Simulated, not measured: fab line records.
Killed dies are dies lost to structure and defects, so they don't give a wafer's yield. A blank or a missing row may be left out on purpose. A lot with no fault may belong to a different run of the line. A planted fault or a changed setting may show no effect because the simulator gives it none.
Shared-tool check | flow gf180mcu | Sample size 13 lots and 39 wafers

## THE REASON FOR OPENING IT
GF_HV_LDD_TW_MEAS_50, reading HV_LDD_4_TW: flagged on 2 of 13 lots. No-fault wafers: 577, standard deviation 3.
Rule: flag the lot when none of its wafers has a number, or when each of its wafers that has one lies beyond 4 standard deviations from that mean. As for the other lots, they are considered sound.

lot  | measured     | on            | HV_LDD_4_TW, wafer by wafer | flag
L100 | day 12 18:38 | film-metro-04 | 575 573 577                 |
L101 | day 13 03:05 | film-metro-03 | 575 576 574                 |
L102 | day 13 14:41 | film-metro-03 | 575 573 576                 |
L103 | day 13 23:59 | film-metro-02 | 581 581 578                 |
L105 | day 14 17:38 | film-metro-02 | 579 578 575                 |
L106 | day 14 21:01 | film-metro-04 | 578 574 576                 |
L112 | day 16 20:34 | film-metro-02 | 943 942 948                 | FLAGGED
L114 | day 17 15:18 | film-metro-04 | 932 933 937                 | FLAGGED
L117 | day 18 16:35 | film-metro-03 | 577 577 578                 |
L118 | day 19 00:45 | film-metro-03 | 579 579 580                 |
L119 | day 19 07:06 | film-metro-03 | 583 576 577                 |
L121 | day 20 00:36 | film-metro-04 | 573 571 572                 |
L122 | day 20 09:04 | film-metro-03 | 579 580 584                 |
Flagged lots average 939: +362 relative to the usual, that is +99 or more standard deviations.

## WHICH TOOL RAN EACH LOT
Before the reading, the record contains 2 process steps out of a 602-step route. Cell contents, in order: the tool; ch with the chambers the sampled wafers went through; the start.
lot  | flag    | GF_POLY_GATE_ETCH_13             | GF_HV_LDD_IMPLANT_48
L100 |         | rie-si-02 ch 0,1,3, day 9 10:36  | implanter-02 ch 0, day 12 18:24
L101 |         | rie-si-02 ch 0,1,2, day 9 18:28  | implanter-04 ch 0, day 13 02:51
L102 |         | rie-si-02 ch 1,2, day 10 07:29   | implanter-02 ch 0, day 13 14:28
L103 |         | rie-si-02 ch 1,3, day 10 13:12   | implanter-02 ch 0, day 13 23:45
L105 |         | rie-si-01 ch 1,2, day 11 05:29   | implanter-04 ch 0, day 14 17:24
L106 |         | rie-si-02 ch 0,1,3, day 11 08:20 | implanter-02 ch 0, day 14 20:46
L112 | FLAGGED | rie-si-01 ch 0,1,3, day 13 03:52 | implanter-02 ch 0, day 16 20:20
L114 | FLAGGED | rie-si-02 ch 0,3, day 13 18:55   | implanter-02 ch 0, day 17 15:03
L117 |         | rie-si-02 ch 0,3, day 14 18:06   | implanter-04 ch 0, day 18 16:22
L118 |         | rie-si-02 ch 1,2, day 15 00:24   | implanter-04 ch 0, day 19 00:30
L119 |         | rie-si-02 ch 0,1,2, day 15 06:22 | implanter-03 ch 0, day 19 06:54
L121 |         | rie-si-01 ch 0,1,3, day 15 22:51 | implanter-02 ch 0, day 20 00:21
L122 |         | rie-si-01 ch 0,2,3, day 16 07:12 | implanter-03 ch 0, day 20 08:49
What the steps here do:
- GF_POLY_GATE_ETCH_13: etches poly-Si in HBr/Cl2, stops on SiO2, target depth 198.5 nm, time 69.6 s.
- GF_HV_LDD_IMPLANT_48
- GF_HV_LDD_TW_MEAS_50

## FLAGGED OVER TOTAL, TOOL BY TOOL (the gauges that took the reading come last)
step                 | tool          | lots run | flagged | share of the flagged lots | sound lots run after its first flagged lot
GF_POLY_GATE_ETCH_13 | rie-si-01     | 4        | 1       | some                      | 2 (L121,L122)
GF_POLY_GATE_ETCH_13 | rie-si-02     | 9        | 1       | some                      | 3 (L117,L118,L119)
GF_HV_LDD_IMPLANT_48 | implanter-02  | 7        | 2       | all                       | 1 (L121)
GF_HV_LDD_IMPLANT_48 | implanter-03  | 2        | 0       | none                      | -
GF_HV_LDD_IMPLANT_48 | implanter-04  | 4        | 0       | none                      | -
GF_HV_LDD_TW_MEAS_50 | film-metro-02 | 3        | 1       | some                      | 0
GF_HV_LDD_TW_MEAS_50 | film-metro-03 | 6        | 0       | none                      | -
GF_HV_LDD_TW_MEAS_50 | film-metro-04 | 4        | 1       | some                      | 1 (L121)

## THE TABLE: WHAT IT ALLOWS
All flagged lots share 1 row of the table, namely implanter-02 at GF_HV_LDD_IMPLANT_48.
- implanter-02 at GF_HV_LDD_IMPLANT_48: 2 of its 7 lots flagged. After the first flagged lot (L121), sound lots still ran on it; a lasting fault on the whole tool would not permit that. Its own readings (beam-on-s, dose-ions-cm2, faraday-current-uA) fall more than 4 standard deviations out on all wafers of the flagged lots.
None of the table's rows ran every flagged lot and, after the first, no sound lot.

## WHAT THE SIMULATOR HAD INSERTED
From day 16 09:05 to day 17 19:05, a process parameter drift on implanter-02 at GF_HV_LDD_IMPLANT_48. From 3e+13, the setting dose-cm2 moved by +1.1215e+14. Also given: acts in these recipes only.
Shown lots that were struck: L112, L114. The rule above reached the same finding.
